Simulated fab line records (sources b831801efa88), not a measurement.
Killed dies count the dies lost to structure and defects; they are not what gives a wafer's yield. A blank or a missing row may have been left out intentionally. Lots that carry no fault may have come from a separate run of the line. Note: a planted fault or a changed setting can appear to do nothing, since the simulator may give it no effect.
Which tool was responsible? / flow sky130 / 11 lots (33 wafers sampled), 1 step of a 708-step route

WHAT EACH GAUGE READ, for each wafer
SKY_VIA3_OVL_MEAS_13.
lot=L315; measured=day 39 20:47; on=overlay-02; VIA3_OVL (nm)=-3 -11 -3
lot=L316; measured=day 40 07:43; on=overlay-02; VIA3_OVL (nm)=0 -4 -4
lot=L317; measured=day 40 12:16; on=overlay-01; VIA3_OVL (nm)=2 6 -3
lot=L318; measured=day 41 02:08; on=overlay-02; VIA3_OVL (nm)=-4 -10 -3
lot=L319; measured=day 41 03:52; on=overlay-02; VIA3_OVL (nm)=-14 -6 -13
lot=L320; measured=day 41 12:35; on=overlay-02; VIA3_OVL (nm)=2 3 5
lot=L321; measured=day 41 17:35; on=overlay-01; VIA3_OVL (nm)=-1 -2 -5
lot=L322; measured=day 42 07:38; on=overlay-01; VIA3_OVL (nm)=-9 -6 1
lot=L325; measured=day 42 23:11; on=overlay-01; VIA3_OVL (nm)=-7 -8 -8
lot=L326; measured=day 43 02:32; on=overlay-02; VIA3_OVL (nm)=-8 -3 -8
lot=L333; measured=day 46 06:23; on=overlay-01; VIA3_OVL (nm)=-5 2 5

TOOL THAT RAN EACH LOT (tool first, then ch and the chambers of the sampled wafers, then the start)
Record: no process step prior to these readings.

THE ANSWER, worked out from the rows above alone
Rule: what is usual is taken from the lots themselves. The widest of any qualifying gaps counts: lots, ordered by their means at a reading, are off when they make up no more than a third of the lots, leave a main group of 4 or more, and stand apart from it by 3 or more times the standard deviation of that group's means. If all means in a main group match to the digits the tables above print for the reading, that group is not used. Also off: a lot with no number at a reading for which 4 or more lots have one. Where the step has rows for the other lots, those lots are counted as sound.
None of the lots is off at any reading shown; this tells nothing.

WHAT THE SIMULATOR PUT IN
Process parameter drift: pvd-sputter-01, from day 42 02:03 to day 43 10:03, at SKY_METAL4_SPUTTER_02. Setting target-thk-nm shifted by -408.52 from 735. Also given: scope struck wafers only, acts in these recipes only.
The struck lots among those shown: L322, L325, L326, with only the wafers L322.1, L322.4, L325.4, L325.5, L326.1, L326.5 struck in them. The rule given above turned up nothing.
